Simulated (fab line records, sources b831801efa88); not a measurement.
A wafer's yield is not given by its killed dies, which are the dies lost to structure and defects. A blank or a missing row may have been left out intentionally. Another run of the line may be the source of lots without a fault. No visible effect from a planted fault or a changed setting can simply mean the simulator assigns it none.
Struck lot and sound lot, side by side | flow sky130 | 22 steps out of a route of 708
Sound: wafers L997.2, L997.4, L997.6. Struck: wafer L113.6. (L113.1, L113.3 of the same lot were not struck and are left out.) The cause comes at the end.
Each step with rows lists, per side, the tool, then ch with its chambers, then its first start. Under that, the readings that differ: sound wafers | struck wafers | difference of the means | sigmas: that difference in standard deviations of wafers without a fault.
alike: a reading whose means differ by less than 2 such deviations, as well as words and numbers matching on both sides. not compared: withheld readings; readings where some wafer has no value; bounds like >300 that might hide an equal value; numbers whose values overlap and for which the record gives no deviation.
A row with sigmas, a row that says differs or no value, or rows on one side alone: a step with any of these is where the two part. Non-overlapping numbers with no deviation appear without sigmas and do not part them. A reading missing from all wafers of one side parts the sides only when that side holds two or more wafers.

SKY_METAL2_SPUTTER_00: material Ti, target thk 15 nm, time 10 s.
  sound on pvd sputter-03, day 35 01:17; struck on pvd sputter-03, day 39 20:54
  alike: throttle valve pct
then, 1 step without rows for these wafers: SKY_METAL2_SPUTTER_01 (material TiN, target thk 20 nm, time 16.7 s).
SKY_METAL2_SPUTTER_02: material AlCu, target thk 250 nm, time 13.3 s.
  sound on pvd sputter-03, day 35 01:20; struck on pvd sputter-03, day 39 20:56
  alike: throttle valve pct
SKY_METAL2_SPUTTER_03: material Ti, target thk 5 nm, time 3.3 s.
  sound on pvd sputter-03, day 35 01:22; struck on pvd sputter-03, day 39 20:58
  alike: throttle valve pct
SKY_METAL2_SPUTTER_04: material TiN, target thk 70 nm, time 58.3 s.
  sound on pvd sputter-03, day 35 01:23; struck on pvd sputter-03, day 39 20:59
  alike: throttle valve pct
SKY_METAL2_RS_MEAS_05: measurement is done with a four-point probe.
  sound on film metro-02, day 35 01:27; struck on film metro-02, day 39 21:02
  alike: METAL2_ALCU_RS
SKY_METAL2_THK_MEAS_06: measures by xrf.
  sound on film metro-02, day 35 01:34; struck on film metro-02, day 39 21:10
  alike: METAL2_ALCU_THK
then, 5 steps without rows for these wafers: SKY_METAL2_DEHYDRATE_07 (time 60 s); SKY_METAL2_HMDS_08 (prime time 60 s); SKY_METAL2_COAT_09 (resist thk 60 nm); SKY_METAL2_COAT_10 (resist thk 450 nm); SKY_METAL2_SOFTBAKE_11 (time 90 s).
SKY_METAL2_EXPOSE_12: exposes mask MM2, target cd 140 nm.
  sound on krf scanner-01 ch 0, day 35 15:07; struck on krf scanner-01 ch 0, day 40 09:42
  alike: mask
then, 2 steps without rows for these wafers: SKY_METAL2_PEB_13; SKY_METAL2_DEVELOP_14 (develop time 60 s).
SKY_METAL2_CD_MEAS_15: the cd target is 140 nm.
  sound on cd sem-01, day 36 03:47; struck on cd sem-02, day 40 21:06
  reading    | sound             | struck | difference | sigmas
  cd nm (nm) | 139.9 139.9 139.5 | 59.3   | -80.5      | -54
SKY_METAL2_OVL_MEAS_16:
  sound on overlay-01, day 36 03:54; struck on overlay-02, day 40 21:13
  alike: METAL2_OVL
SKY_METAL2_DESCUM_17: chemistry O2, time 8 s.
  sound on rie metal-01 ch 0, day 36 03:56; struck on rie metal-02 ch 1, day 40 21:15
  reading                 | sound             | struck | difference | sigmas
  model.METAL2.cd nm (nm) | 139.9 139.3 139.2 | 58.86  | -80.61     |
  alike: drypump motor current A, oes product au
  not compared: rf hours counter h
then, 1 step without rows for these wafers: SKY_METAL2_ETCH_18 (etches BARC in N2/H2, stops on SiO2, time 45.9 s, target depth 60 nm).
SKY_METAL2_METAL_ETCH_19: etches the open film in Cl2/BCl3, stops on SiO2, target depth 360 nm, time 78 s.
  sound on rie metal-01 ch 0, day 36 04:01; struck on rie metal-02 ch 1, day 40 21:21
  reading                 | sound             | struck | difference | sigmas
  model.METAL2.cd nm (nm) | 138.9 136.9 138.4 | 58.06  | -80.01     |
  alike: drypump motor current A, oes product au, throttle valve pct
  not compared: rf hours counter h
SKY_METAL2_STRIP_20: strips in O2/N2.
  sound on plasma asher-01 ch 0,1, day 36 04:07; struck on plasma asher-01 ch 0, day 40 21:26
  reading               | sound             | struck | difference | sigmas
  oes product au (a.u.) | 0.337 0.342 0.340 | 0.353  | +0.013     | +3
  alike: drypump motor current A, strip time to endpoint s
  not compared: rf hours counter h
-- the record jumps here: 9 days lie between the struck wafers' starts before and after (it left off in module METAL2 and takes up again in module PAD_OPEN, whose first step shown is number 708 of the route) --
SKY_PAD_OPEN_PROBE_99:
  the record has rows for the struck wafers here (prober-01, day 50 04:50) and none for the sound ones

WHERE THEY PART
At SKY_METAL2_CD_MEAS_15 first; at SKY_PAD_OPEN_PROBE_99 last (within this record only).

WHY: whatever the simulator had introduced
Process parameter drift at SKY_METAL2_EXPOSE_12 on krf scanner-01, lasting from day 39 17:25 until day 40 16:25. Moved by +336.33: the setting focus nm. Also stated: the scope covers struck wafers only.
